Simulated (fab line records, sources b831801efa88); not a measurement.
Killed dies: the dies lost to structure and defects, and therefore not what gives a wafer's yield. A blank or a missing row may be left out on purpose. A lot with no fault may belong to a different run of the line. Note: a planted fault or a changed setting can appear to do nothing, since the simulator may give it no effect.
Matching of chambers || flow gf180mcu || GF_V1_ETCH_16 on rie diel-02: 4 sister chambers
The step etches BARC in N2/H2. 4 wafers are shown with their chamber, then 12 later ones without.

## WAFERS WITH THEIR CHAMBER
{"wafer": "L087.2", "chamber": 0, "throttle valve pct (%)": 13.229}
{"wafer": "L087.4", "chamber": 1, "throttle valve pct (%)": 13.216}
{"wafer": "L087.5", "chamber": 3, "throttle valve pct (%)": 13.230}
{"wafer": "L087.6", "chamber": 2, "throttle valve pct (%)": 13.218}

## WAFERS WHOSE CHAMBER IS MISSING
{"wafer": "L088.3", "throttle valve pct (%)": 13.221}
{"wafer": "L088.4", "throttle valve pct (%)": 13.235}
{"wafer": "L088.5", "throttle valve pct (%)": 13.219}
{"wafer": "L090.3", "throttle valve pct (%)": 13.218}
{"wafer": "L090.5", "throttle valve pct (%)": 13.228}
{"wafer": "L090.6", "throttle valve pct (%)": 13.221}
{"wafer": "L095.2", "throttle valve pct (%)": 13.208}
{"wafer": "L095.4", "throttle valve pct (%)": 13.227}
{"wafer": "L095.6", "throttle valve pct (%)": 13.225}
{"wafer": "L096.3", "throttle valve pct (%)": 13.210}
{"wafer": "L096.5", "throttle valve pct (%)": 13.222}
{"wafer": "L096.6", "throttle valve pct (%)": 13.226}

## CHAMBER TAKEN BY EACH
{"wafer": "L088.3", "from the rows above": "can't be placed: 2 or 1 or 0 or 3", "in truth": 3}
{"wafer": "L088.4", "from the rows above": "can't be placed: 3 or 0", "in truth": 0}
{"wafer": "L088.5", "from the rows above": "can't be placed: 2 or 1", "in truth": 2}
{"wafer": "L090.3", "from the rows above": "can't be placed: 2 or 1", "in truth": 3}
{"wafer": "L090.5", "from the rows above": "can't be placed: 0 or 3", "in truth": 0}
{"wafer": "L090.6", "from the rows above": "can't be placed: 2 or 1 or 0 or 3", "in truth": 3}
{"wafer": "L095.2", "from the rows above": "can't be placed: 1 or 2", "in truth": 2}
{"wafer": "L095.4", "from the rows above": "can't be placed: 0 or 3 or 2", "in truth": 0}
{"wafer": "L095.6", "from the rows above": "can't be placed: 0 or 3 or 2 or 1", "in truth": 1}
{"wafer": "L096.3", "from the rows above": "can't be placed: 1 or 2", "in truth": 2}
{"wafer": "L096.5", "from the rows above": "can't be placed: 2 or 1 or 0 or 3", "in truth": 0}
{"wafer": "L096.6", "from the rows above": "can't be placed: 0 or 3 or 2 or 1", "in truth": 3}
Correct placement for 0 of the 12. These rows do not allow placing 12 (true chamber among the candidates in 11). Wrongly placed: 0.
How it was worked out, from the rows above alone: a wafer's distance from a chamber is the root of the sum, over the readings, of the square of ((its reading less the chamber's mean) divided by the reading's scatter). If the next closest chamber is less than 2 further off than the closest, the wafer can't be placed; otherwise it belongs to the closest. The mean given for a chamber averages the wafers shown for that chamber. The scatter (one wafer shown for each chamber): square how far every hidden wafer sits from the nearest shown wafer, average those squares and take the square root.
